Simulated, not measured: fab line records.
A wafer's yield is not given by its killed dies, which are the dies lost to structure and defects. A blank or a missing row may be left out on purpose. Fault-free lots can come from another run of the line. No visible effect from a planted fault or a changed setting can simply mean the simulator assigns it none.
fab line records -- flow sky130
record: lots: 5, wafers: 15, last-day: 50
route steps=708 shown VIA4@651 METAL5@661
lots untouched by any fault: they come from a run of this same line in which no faults occurred
start-h: start of the lot's first displayed wafer, in hours after the record's first day -- wait-h: hours from the lot's prior step to this one -- " repeats the value in the row above -- L1.1+2: a row that stands for several wafers -- - no value, or no start given -- * or withheld: withheld -- < > ~ a bound
route shown NAME@n: a module of which the file shows steps, and the number in the route of the first -- usual: average and standard deviation across the fault-free wafers -- same: alike in all rows -- chamber/n: place in a boat -- sites: the reading at each site -- _std_site: the values' standard deviation -- _edge_site: inner sites' mean taken away from outer sites' mean -- radius-mm: for every site, how far away it sits from the centre of the wafer -- mask NAME#n: copy n -- behind: tool/chamber where the wafer was last shaped -- hold: reason for holding the lot/hours on hold/outcome of the hold -- device: names the non-switching transistor (n, p or np) -- end of line: the route-end tests of the same wafers -- a step given without rows: its recipe and nothing more -- killed: not the wafer's yield, but the dies lost to structure and defects at the first sort -- map: the dies of a wafer, with x for killed, . for not killed, _ for no die there
set.NAME: the setting as run; set.NAME@STEP: as run at that earlier step -- model.NAME: the simulator's own value behind a step, which no gauge read
lots at selected steps of the route; one table per step, one row per wafer
services: a tool's chamber out of use, with start hour (start-h, from the record's first day; less than 0 if before it), hours out, and reason
== steps ==
step: SKY_VIA4_ETCH_12
recipe: target: SiO2, chemistry: C4F8/O2/Ar, stop-on: TiN, mask-material: NOVOLAK, source-w: 1500, bias-w: 1200, pressure-mtorr: 40, c4f8-flow-sccm: withheld, O2_flow_sccm: 6, Ar_flow_sccm: 300, time-s: withheld, target-depth-a: 5800
usual: oes-product-au: 0.926/0.0044
lot.wafer,tool,chamber,start-h,wait-h,oes-product-au
L291.1,rie-diel-04,2,1011.49,0.0,0.930
L291.5,rie-diel-04,1,1011.49,0.0,0.931
L291.6,rie-diel-04,0,1011.49,0.0,0.926
L297.3,rie-diel-01,3,1064.49,0.0,0.926
L297.4,rie-diel-01,3,1064.49,0.0,0.923
L297.5,rie-diel-01,0,1064.49,0.0,0.927
L304.1,rie-diel-01,0,1100.09,0.0,0.930
L304.2,rie-diel-01,2,1100.09,0.0,0.928
L304.3,rie-diel-01,1,1100.09,0.0,0.927
L311.1,rie-diel-04,2,1137.07,0.0,0.922
L311.2,rie-diel-04,3,1137.07,0.0,0.927
L311.6,rie-diel-04,3,1137.07,0.0,0.927
L313.1,rie-diel-03,0,1151.14,0.0,0.928
L313.5,rie-diel-03,0,1151.14,0.0,0.927
L313.6,rie-diel-03,3,1151.14,0.0,0.933
step: SKY_VIA4_STRIP_13
recipe: chemistry: O2/N2, power-w: 1400, pressure-mtorr: 1500, platen-temp-c: withheld, o2-flow-sccm: 3000, n2-flow-sccm: 300, overash-fraction: 0.5
step: SKY_VIA4_STRIP_14
recipe: chemistry: post-etch-residue-remover, time-s: 1200, temp-c: 72.5
step: SKY_VIA4_CLEAN_15
recipe: chemistry: IPA, time-s: 180, temp-c: 25
step: SKY_VIA4_CLEAN_16
recipe: chemistry: O3/DIW, dry: n2-spin
step: SKY_VIA4_SPUTTER_17
recipe: material: TiN, target-thk-nm: 20, chamber-pressure-pa: 5, power-w: 4000, time-s: 80
usual: throttle-valve-pct: 30.2/0.69
lot.wafer,tool,chamber,start-h,wait-h,throttle-valve-pct
L291.1,pvd-sputter-03,-,1012.17,0.0,28.9
L291.5,pvd-sputter-03,-,1012.17,0.0,29.9
L291.6,pvd-sputter-03,-,1012.17,0.0,28.5
L297.3,pvd-sputter-03,-,1065.16,0.0,30.1
L297.4,pvd-sputter-03,-,1065.16,0.0,28.8
L297.5,pvd-sputter-03,-,1065.16,0.0,31.4
L304.1,pvd-sputter-01,-,1100.75,0.0,30.5
L304.2,pvd-sputter-01,-,1100.75,0.0,30.4
L304.3,pvd-sputter-01,-,1100.75,0.0,29.8
L311.1,pvd-sputter-01,-,1137.76,0.0,31.0
L311.2,pvd-sputter-01,-,1137.76,0.0,30.2
L311.6,pvd-sputter-01,-,1137.76,0.0,30.4
L313.1,pvd-sputter-04,-,1151.82,0.0,29.6
L313.5,pvd-sputter-04,-,1151.82,0.0,29.2
L313.6,pvd-sputter-04,-,1151.82,0.0,30.1
step: SKY_VIA4_CVD_18
recipe: material: W, target-thk-nm: 505, time-s: 152.14, temp-c: 400, pressure-torr: 40
step: SKY_VIA4_RS_MEAS_19
recipe: thk-meas-gauge: four-point-probe, reads: W_of_VIA4_CVD_18+TiN_of_VIA4_SPUTTER_17
usual: VIA4_W_RS: 0.2274/0.0022
lot.wafer,tool,chamber,start-h,wait-h,VIA4_W_RS[ohm/sq]
L291.1,film-metro-01,-,1012.38,0.1,0.2281
L291.5,film-metro-01,-,1012.38,0.1,0.2273
L291.6,film-metro-01,-,1012.38,0.1,0.2277
L297.3,film-metro-04,-,1065.41,0.1,0.2255
L297.4,film-metro-04,-,1065.41,0.1,0.2268
L297.5,film-metro-04,-,1065.41,0.1,0.2264
L304.1,film-metro-04,-,1100.97,0.1,0.2305
L304.2,film-metro-04,-,1100.97,0.1,0.2289
L304.3,film-metro-04,-,1100.97,0.1,0.2295
L311.1,film-metro-01,-,1137.97,0.1,0.2269
L311.2,film-metro-01,-,1137.97,0.1,0.2244
L311.6,film-metro-01,-,1137.97,0.1,0.2268
L313.1,film-metro-01,-,1152.04,0.1,0.2293
L313.5,film-metro-01,-,1152.04,0.1,0.2296
L313.6,film-metro-01,-,1152.04,0.1,0.2302
step: SKY_VIA4_THK_MEAS_20
recipe: thk-meas-gauge: xrf, reads: W_of_VIA4_CVD_18
usual: VIA4_W_THK: 500/6
lot.wafer,tool,chamber,start-h,wait-h,VIA4_W_THK[nm]
L291.1,film-metro-01,-,1012.50,0.1,498
L291.5,film-metro-01,-,1012.50,0.1,499
L291.6,film-metro-01,-,1012.50,0.1,496
L297.3,film-metro-04,-,1065.51,0.1,501
L297.4,film-metro-04,-,1065.51,0.1,502
L297.5,film-metro-04,-,1065.51,0.1,504
L304.1,film-metro-04,-,1101.09,0.1,494
L304.2,film-metro-04,-,1101.09,0.1,497
L304.3,film-metro-04,-,1101.09,0.1,498
L311.1,film-metro-01,-,1138.09,0.1,501
L311.2,film-metro-01,-,1138.09,0.1,504
L311.6,film-metro-01,-,1138.09,0.1,497
L313.1,film-metro-01,-,1152.16,0.1,491
L313.5,film-metro-01,-,1152.16,0.1,491
L313.6,film-metro-01,-,1152.16,0.1,488
step: SKY_VIA4_CMP_21
recipe: stop-on: SiO2, t-overpolish-s: 25, down-force-psi: 3.5, platen-rpm: 60, target-thk-nm: 0, pad-velocity-m-s: 0.94248
step: SKY_METAL5_SPUTTER_00
recipe: material: Ti, target-thk-nm: 15, power-w: 3000, time-s: 10, chamber-pressure-pa: 0.4
usual: throttle-valve-pct: 30.5/1.4
lot.wafer,tool,chamber,start-h,wait-h,throttle-valve-pct
L291.1,pvd-sputter-03,-,1012.86,0.1,31.3
L291.5,pvd-sputter-03,-,1012.86,0.1,30.6
L291.6,pvd-sputter-03,-,1012.86,0.1,28.7
L297.3,pvd-sputter-02,-,1065.85,0.1,28.7
L297.4,pvd-sputter-02,-,1065.85,0.1,33.5
L297.5,pvd-sputter-02,-,1065.85,0.1,28.6
L304.1,pvd-sputter-02,-,1101.70,0.1,30.6
L304.2,pvd-sputter-02,-,1101.70,0.1,33.7
L304.3,pvd-sputter-02,-,1101.70,0.1,31.8
L311.1,pvd-sputter-04,-,1138.45,0.1,30.6
L311.2,pvd-sputter-04,-,1138.45,0.1,29.9
L311.6,pvd-sputter-04,-,1138.45,0.1,30.3
L313.1,pvd-sputter-04,-,1152.52,0.1,29.2
L313.5,pvd-sputter-04,-,1152.52,0.1,29.6
L313.6,pvd-sputter-04,-,1152.52,0.1,30.6
step: SKY_METAL5_SPUTTER_01
recipe: material: TiN, target-thk-nm: 20, power-w: 6500, time-s: 16.7, chamber-pressure-pa: 0.4
step: SKY_METAL5_SPUTTER_02
recipe: material: AlCu, target-thk-nm: 1150, power-w: 10600, time-s: 61.2, chamber-pressure-pa: 0.4
usual: throttle-valve-pct: 30.5/1.3
lot.wafer,tool,chamber,start-h,wait-h,throttle-valve-pct,model.AlCu_of_METAL5_SPUTTER_02.thk-nm
L291.1,pvd-sputter-03,-,1012.91,0.0,31.0,1134
L291.5,pvd-sputter-03,-,1012.91,0.0,30.9,1128
L291.6,pvd-sputter-03,-,1012.91,0.0,28.9,1119
L297.3,pvd-sputter-02,-,1065.90,0.0,28.6,1143
L297.4,pvd-sputter-02,-,1065.90,0.0,33.4,1150
L297.5,pvd-sputter-02,-,1065.90,0.0,28.6,1147
L304.1,pvd-sputter-02,-,1101.75,0.0,30.5,1646
L304.2,pvd-sputter-02,-,1101.75,0.0,33.3,1646
L304.3,pvd-sputter-02,-,1101.75,0.0,31.7,1149
L311.1,pvd-sputter-04,-,1138.50,0.0,30.5,1149
L311.2,pvd-sputter-04,-,1138.50,0.0,29.7,1149
L311.6,pvd-sputter-04,-,1138.50,0.0,30.2,1154
L313.1,pvd-sputter-04,-,1152.57,0.0,29.2,1138
L313.5,pvd-sputter-04,-,1152.57,0.0,29.8,1146
L313.6,pvd-sputter-04,-,1152.57,0.0,30.5,1142
step: SKY_METAL5_SPUTTER_03
recipe: material: Ti, target-thk-nm: 5, power-w: 3000, time-s: 3.3, chamber-pressure-pa: 0.4
step: SKY_METAL5_SPUTTER_04
recipe: material: TiN, target-thk-nm: 70, power-w: 6500, time-s: 58.3, chamber-pressure-pa: 0.4
usual: throttle-valve-pct: 30.5/1.3
lot.wafer,tool,chamber,start-h,wait-h,throttle-valve-pct
L291.1,pvd-sputter-03,-,1012.98,0.0,30.9
L291.5,pvd-sputter-03,-,1012.98,0.0,30.6
L291.6,pvd-sputter-03,-,1012.98,0.0,28.7
L297.3,pvd-sputter-02,-,1065.97,0.0,28.5
L297.4,pvd-sputter-02,-,1065.97,0.0,33.7
L297.5,pvd-sputter-02,-,1065.97,0.0,28.7
L304.1,pvd-sputter-02,-,1101.82,0.0,30.3
L304.2,pvd-sputter-02,-,1101.82,0.0,33.7
L304.3,pvd-sputter-02,-,1101.82,0.0,31.8
L311.1,pvd-sputter-04,-,1138.57,0.0,30.7
L311.2,pvd-sputter-04,-,1138.57,0.0,29.6
L311.6,pvd-sputter-04,-,1138.57,0.0,30.2
L313.1,pvd-sputter-04,-,1152.65,0.0,29.1
L313.5,pvd-sputter-04,-,1152.65,0.0,29.8
L313.6,pvd-sputter-04,-,1152.65,0.0,30.6
step: SKY_METAL5_RS_MEAS_05
recipe: thk-meas-gauge: four-point-probe, reads: TiN_of_METAL5_SPUTTER_04+Ti_of_METAL5_SPUTTER_03+AlCu_of_METAL5_SPUTTER_02+TiN_of_METAL5_SPUTTER_01+Ti_of_METAL5_SPUTTER_00
usual: METAL5_ALCU_RS: 0.02714/0.00028
lot.wafer,tool,chamber,start-h,wait-h,METAL5_ALCU_RS[ohm/sq]
L291.1,film-metro-01,-,1013.03,0.0,0.0274
L291.5,film-metro-01,-,1013.03,0.0,0.02759
L291.6,film-metro-01,-,1013.03,0.0,0.02781
L297.3,film-metro-02,-,1066.06,0.1,0.02725
L297.4,film-metro-02,-,1066.06,0.1,0.02706
L297.5,film-metro-02,-,1066.06,0.1,0.02715
L304.1,film-metro-04,-,1101.87,0.0,0.01887
L304.2,film-metro-04,-,1101.87,0.0,0.0188
L304.3,film-metro-04,-,1101.87,0.0,0.027
L311.1,film-metro-04,-,1138.62,0.0,0.02704
L311.2,film-metro-04,-,1138.62,0.0,0.02699
L311.6,film-metro-04,-,1138.62,0.0,0.02695
L313.1,film-metro-02,-,1152.71,0.0,0.02746
L313.5,film-metro-02,-,1152.71,0.0,0.02715
L313.6,film-metro-02,-,1152.71,0.0,0.0273
step: SKY_METAL5_THK_MEAS_06
recipe: thk-meas-gauge: xrf, reads: AlCu_of_METAL5_SPUTTER_02
usual: METAL5_ALCU_THK: 1150/11
lot.wafer,tool,chamber,start-h,wait-h,METAL5_ALCU_THK[nm]
L291.1,film-metro-01,-,1013.15,0.1,1149
L291.5,film-metro-01,-,1013.15,0.1,1154
L291.6,film-metro-01,-,1013.15,0.1,1125
L297.3,film-metro-02,-,1066.16,0.1,1147
L297.4,film-metro-02,-,1066.16,0.1,1153
L297.5,film-metro-02,-,1066.16,0.1,1153
L304.1,film-metro-04,-,1101.99,0.1,1660
L304.2,film-metro-04,-,1101.99,0.1,1654
L304.3,film-metro-04,-,1101.99,0.1,1157
L311.1,film-metro-04,-,1138.74,0.1,1153
L311.2,film-metro-04,-,1138.74,0.1,1150
L311.6,film-metro-04,-,1138.74,0.1,1156
L313.1,film-metro-02,-,1152.83,0.1,1137
L313.5,film-metro-02,-,1152.83,0.1,1155
L313.6,film-metro-02,-,1152.83,0.1,1140
step: SKY_METAL5_DEHYDRATE_07
recipe: temp-c: 200, time-s: 60
step: SKY_METAL5_HMDS_08
recipe: prime-time-s: 60, prime-temp-c: 120
step: SKY_METAL5_COAT_09
recipe: resist: NOVOLAK, spin-rpm: 3000, resist-thk-nm: 1800
step: SKY_METAL5_SOFTBAKE_10
recipe: temp-c: 90, time-s: 60, resist: NOVOLAK
step: SKY_METAL5_EXPOSE_11
recipe: mask-id: MM5, na: 0.6, source-shape: conventional, sigma-outer: 0.6, polarization: unpolarized, target-cd-nm: 1600, dose-mj: 190
step: SKY_METAL5_PEB_12
recipe: temp-c: withheld, time-s: *, resist: NOVOLAK
step: SKY_METAL5_DEVELOP_13
recipe: resist: NOVOLAK, developer: TMAH, develop-time-s: 60, dev-temp-c: 23
step: SKY_METAL5_DESCUM_14
recipe: chemistry: O2, source-power-w: 150, bias-power-w: 0, pressure-mtorr: 10, temp-c: 40, time-s: 11
usual: drypump-motor-current-A: 5.9/0.63, oes-product-au: 1.002/0.0073
lot.wafer,tool,chamber,start-h,wait-h,drypump-motor-current-A,oes-product-au,rf-hours-counter-h
L291.1,rie-metal-02,1,1035.30,0.1,6.5,1.003,15
L291.5,rie-metal-02,0,1035.30,0.1,4.7,0.998,-
L291.6,rie-metal-02,1,1035.30,0.1,6.5,1.002,-
L297.3,rie-metal-02,1,1087.36,0.1,6.5,1.018,-
L297.4,rie-metal-02,0,1087.36,0.1,4.7,1.010,-
L297.5,rie-metal-02,1,1087.36,0.1,6.5,1.000,-
L304.1,rie-metal-03,0,1121.56,0.1,6.0,1.005,6
L304.2,rie-metal-03,1,1121.56,0.1,6.2,0.987,11
L304.3,rie-metal-03,1,1121.56,0.1,6.2,0.997,-
L311.1,rie-metal-03,0,1157.76,0.1,6.0,1.001,11
L311.2,rie-metal-03,0,1157.76,0.1,5.9,0.994,-
L311.6,rie-metal-03,0,1157.76,0.1,6.0,1.007,-
L313.1,rie-metal-01,1,1170.66,0.1,5.8,1.006,18
L313.5,rie-metal-01,1,1170.66,0.1,5.8,1.001,-
L313.6,rie-metal-01,0,1170.66,0.1,6.5,1.002,-
step: SKY_METAL5_METAL_ETCH_15
recipe: target-depth-a: 12600, stop-on: SiO2, over-etch-frac: 0.2, time-s: 252, chemistry: Cl2/BCl3, resist-sidewall-deg: 86, pressure-mtorr: 10, icp-w: 900, bias-w: 48.5, Cl2_flow_sccm: 60, bcl3-flow-sccm: 30
usual: drypump-motor-current-A: 5.9/0.63, oes-product-au: 0.893/0.0048, throttle-valve-pct: 22.265/0.01
lot.wafer,tool,chamber,start-h,wait-h,drypump-motor-current-A,oes-product-au,rf-hours-counter-h,throttle-valve-pct
L291.1,rie-metal-02,1,1035.34,0.0,6.5,0.897,15,22.268
L291.5,rie-metal-02,0,1035.34,0.0,4.7,0.894,-,22.274
L291.6,rie-metal-02,1,1035.34,0.0,6.5,0.895,-,22.260
L297.3,rie-metal-02,1,1087.47,0.1,6.5,0.887,-,22.265
L297.4,rie-metal-02,0,1087.47,0.1,4.7,0.903,-,22.274
L297.5,rie-metal-02,1,1087.47,0.1,6.5,0.884,-,22.245
L304.1,rie-metal-03,0,1121.60,0.0,6.0,1.002,6,22.273
L304.2,rie-metal-03,1,1121.60,0.0,6.2,0.998,11,22.264
L304.3,rie-metal-03,1,1121.60,0.0,6.2,0.888,-,22.243
L311.1,rie-metal-03,0,1157.83,0.1,6.0,0.897,11,22.272
L311.2,rie-metal-03,0,1157.83,0.1,6.0,0.897,-,22.266
L311.6,rie-metal-03,0,1157.83,0.1,6.0,0.902,-,22.279
L313.1,rie-metal-01,1,1170.70,0.0,5.8,0.888,18,22.268
L313.5,rie-metal-01,1,1170.70,0.0,5.8,0.900,-,22.273
L313.6,rie-metal-01,0,1170.70,0.0,6.5,0.887,-,22.276
step: SKY_METAL5_STRIP_16
recipe: chemistry: O2/N2, power-w: 1400, pressure-mtorr: 1500, platen-temp-c: withheld, o2-flow-sccm: 3000, n2-flow-sccm: 300, overash-fraction: 0.5
== services ==
tool,chamber,start-h,hours,kind
rie-metal-02,-,994.34,14.6,pm
pvd-sputter-02,-,1001.31,36.9,repair
rie-metal-03,0,1001.60,3.1,repair
rie-diel-04,-,1017.94,0.1,repair
rie-metal-01,1,1040.95,5.8,repair
rie-diel-01,1,1043.82,1.2,repair
rie-metal-03,1,1048.03,3.3,repair
pvd-sputter-04,-,1057.39,14.6,repair
rie-diel-03,-,1067.55,1.7,repair
pvd-sputter-03,-,1072.37,1.8,repair
rie-metal-03,0,1073.30,11.9,repair
pvd-sputter-03,-,1074.54,0.5,repair
rie-diel-01,-,1087.73,0.3,repair
rie-diel-04,1,1097.55,19.9,repair
rie-diel-03,-,1098.18,2.8,pm
pvd-sputter-04,2,1101.77,-,consumable-replace:kit
rie-diel-01,-,1106.19,0.9,repair
pvd-sputter-01,-,1116.54,2.1,repair
rie-diel-04,2,1117.32,11.1,repair
rie-diel-04,0,1118.03,16.2,repair
rie-diel-04,1,1127.53,8.6,repair
rie-metal-03,1,1132.69,27.7,repair
pvd-sputter-02,-,1153.65,1.1,repair
rie-diel-01,-,1163.96,8.9,repair
== key ==
first-sign: step: SKY_METAL5_RS_MEAS_05, reading: METAL5_ALCU_RS, direction: down, sigmas: 30, usual: 0.02714, struck: 0.01883
effect: step: SKY_METAL5_THK_MEAS_06, reading: METAL5_ALCU_THK, direction: up, sigmas: 46, usual: 1150, struck: 1657
effect: step: SKY_METAL5_METAL_ETCH_15, reading: oes-product-au, direction: up, sigmas: 22, usual: 0.893, struck: 1.000
model-effect: step: SKY_METAL5_SPUTTER_02, value: AlCu_of_METAL5_SPUTTER_02.thk-nm, without: 1143, struck: 1646
met-at SKY_METAL5_SPUTTER_02
struck-wafers L304.1,L304.2
later-rows-left-out L304.1,L304.2
sort-left-out L304.1,L304.2
onset-between 1065.90 1101.75
fault: kind: process-parameter-drift, tool: pvd-sputter-02, chamber: -, onset-h: 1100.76, steps: SKY_METAL5_SPUTTER_02, channel: target-thk-nm, offset: 502.58, shape: step, end-h: 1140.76, scope: struck-wafers-only, acts-in: these-recipes-only, stated: 1150
sort-left-out: the simulated sort isn't trusted on such a fault, so these wafers' sort isn't shown, and their yield isn't known
later-rows-left-out: the simulator's readings of these wafers behind a module that went badly wrong aren't trusted and aren't shown, but for the sort
